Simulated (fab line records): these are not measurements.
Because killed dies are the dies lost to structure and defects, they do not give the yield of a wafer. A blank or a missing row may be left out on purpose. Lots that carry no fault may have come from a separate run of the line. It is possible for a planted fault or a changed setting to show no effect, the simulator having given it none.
A lot that was struck, set against a sound lot + flow sky130 + 18 out of 708 route steps
Sound: wafers L868.1, L868.5, L868.6. Struck: wafer L870.1 (L870.2, L870.5, from the same lot, were not struck and are left out); the cause is given at the end.
Each step with rows lists, per side, the tool, then ch with its chambers, then its first start. Under that, the readings that differ: sound wafers + struck wafers + difference of the means + sigmas: that difference in standard deviations of wafers without a fault.
alike: readings with means less than 2 such deviations apart, plus words and numbers identical on both sides. not compared: withheld readings, readings lacking a value on some wafer, bounds such as >300 that could conceal the same value, and numbers that have no deviation in the record and whose values overlap.
The two part at a step that has a row with sigmas, a row that says differs or no value, or rows on one side only. Numbers that don't overlap but have no deviation are shown without sigmas and don't part them. Lack of a reading on every wafer of one side parts them only where that side has two or more wafers.

first, 3 steps without rows for these wafers: SKY_VIA1_EXPOSE_09 (exposes mask VIM, target cd 150 nm); SKY_VIA1_PEB_10; SKY_VIA1_DEVELOP_11 (develop time 60 s).
SKY_VIA1_CD_MEAS_12: the cd target is 150 nm.
  struck on cd_sem-01, day 35 12:43; sound on cd_sem-01, day 34 11:13
  alike: cd_nm
SKY_VIA1_OVL_MEAS_13:
  struck on overlay-02, day 35 12:50; sound on overlay-02, day 34 11:20
  alike: VIA1_OVL
SKY_VIA1_ETCH_14: etches BARC in N2/H2, stops on SiO2, time 45.9 s, target depth 60 nm.
  sound on rie_diel-04 ch 1,3, day 34 11:23; struck on rie_diel-01 ch 2, day 35 12:53
  alike: drypump_motor_current_A, oes_product_au, throttle_valve_pct
  not compared: rf_hours_counter_h
SKY_VIA1_ETCH_15: etches SiO2 in C4F8/O2/Ar, stops on TiN, target depth 351 nm, time 54 s.
  sound on rie_diel-04 ch 1,3, day 34 11:25; struck on rie_diel-01 ch 2, day 35 12:55
| reading               | sound             | struck | difference | sigmas |
|-----------------------|-------------------|--------|------------|--------|
| oes_product_au (a.u.) | 0.974 0.972 0.985 | 0.959  | -0.018     | -3     |
  not compared: rf_hours_counter_h
SKY_VIA1_STRIP_16: strips in O2/N2.
  sound on plasma_asher-03 ch 0,1, day 34 11:28; struck on plasma_asher-01 ch 0, day 35 12:58
  alike: drypump_motor_current_A, oes_product_au, strip_time_to_endpoint_s
  not compared: rf_hours_counter_h
then, 3 steps without rows for these wafers: SKY_VIA1_STRIP_17 (strips in post etch residue remover, time 1200 s); SKY_VIA1_CLEAN_18 (cleans in IPA, time 180 s); SKY_VIA1_CLEAN_19 (cleans in O3/DIW).
SKY_VIA1_SPUTTER_20: material TiN, target thk 20 nm, time 80 s.
  struck on pvd_sputter-03, day 35 13:34; sound on pvd_sputter-04, day 34 12:04
  alike: throttle_valve_pct
SKY_VIA1_CVD_21: deposits W, target thk 270 nm, time 80.902 s.
  sound on cvd_w-01 ch 0,1, day 34 12:07; struck on cvd_w-01 ch 1, day 35 13:37
| reading                            | sound             | struck | difference | sigmas |
|------------------------------------|-------------------|--------|------------|--------|
| model.W_of_VIA1_CVD_21.thk_nm (nm) | 267.7 265.5 267.6 | 170.2  | -96.7      |        |
  alike: heater_power_w, susceptor_temp_C
SKY_VIA1_RS_MEAS_22: measures by four-point-probe.
  struck on film_metro-01, day 35 14:05; sound on film_metro-03, day 34 12:13
| reading            | sound             | struck | difference | sigmas |
|--------------------|-------------------|--------|------------|--------|
| VIA1_W_RS (ohm/sq) | 0.431 0.434 0.430 | 0.684  | +0.252     | +62    |
  not compared: hold
SKY_VIA1_THK_MEAS_23: measures by xrf.
  struck on film_metro-01, day 35 19:15; sound on film_metro-03, day 34 12:20
| reading         | sound       | struck | difference | sigmas |
|-----------------|-------------|--------|------------|--------|
| VIA1_W_THK (nm) | 273 272 274 | 175    | -98        | -26    |
  not compared: hold
SKY_VIA1_CMP_24: polishes, stops on SiO2, t overpolish 15 s, target thk 0 nm.
  sound on cmp-02 ch 0,1,2, day 34 12:30; struck on cmp-01 ch 0, day 35 21:35
| reading                | sound          | struck                   | difference                   | sigmas |
|------------------------|----------------|--------------------------|------------------------------|--------|
| hold                   | - - -          | await_dispo/2.3h/release | no value on the sound wafers |        |
| time_to_endpoint_s (s) | 66.1 62.2 67.6 | 42.8                     | -22.5                        | -9     |
  alike: motor_current_A
SKY_METAL2_SPUTTER_00: material Ti, target thk 15 nm, time 10 s.
  struck on pvd_sputter-02, day 35 21:53; sound on pvd_sputter-02, day 34 12:42
  alike: throttle_valve_pct
-- the record jumps here: 11 days lie between the struck wafers' starts before and after (it left off in module METAL2 and takes up again in module PAD_OPEN, whose first step shown is number 708 of the route) --
SKY_PAD_OPEN_PROBE_99:
  struck on prober-01, day 46 23:02; sound on prober-01, day 46 05:25
| reading         | sound | struck | difference | sigmas |
|-----------------|-------|--------|------------|--------|
| killed_at_other | 3 1 1 | 0      | -2         | -3     |
  alike: defect_limited_yield, killed_at_M0_to_M3, killed_at_M4_up, killed_at_contacts, killed_at_front_end, killed_dies, killed_on_rim, killed_open, killed_short, sort_bin_3_pad_short, sort_bin_5_function, sort_bin_6_memory, sort_n_pass, sort_yield_pct

== WHERE THEY PART ==
At SKY_VIA1_ETCH_15 first; at SKY_PAD_OPEN_PROBE_99 last (within this record only).

WHY: the cause the simulator had injected
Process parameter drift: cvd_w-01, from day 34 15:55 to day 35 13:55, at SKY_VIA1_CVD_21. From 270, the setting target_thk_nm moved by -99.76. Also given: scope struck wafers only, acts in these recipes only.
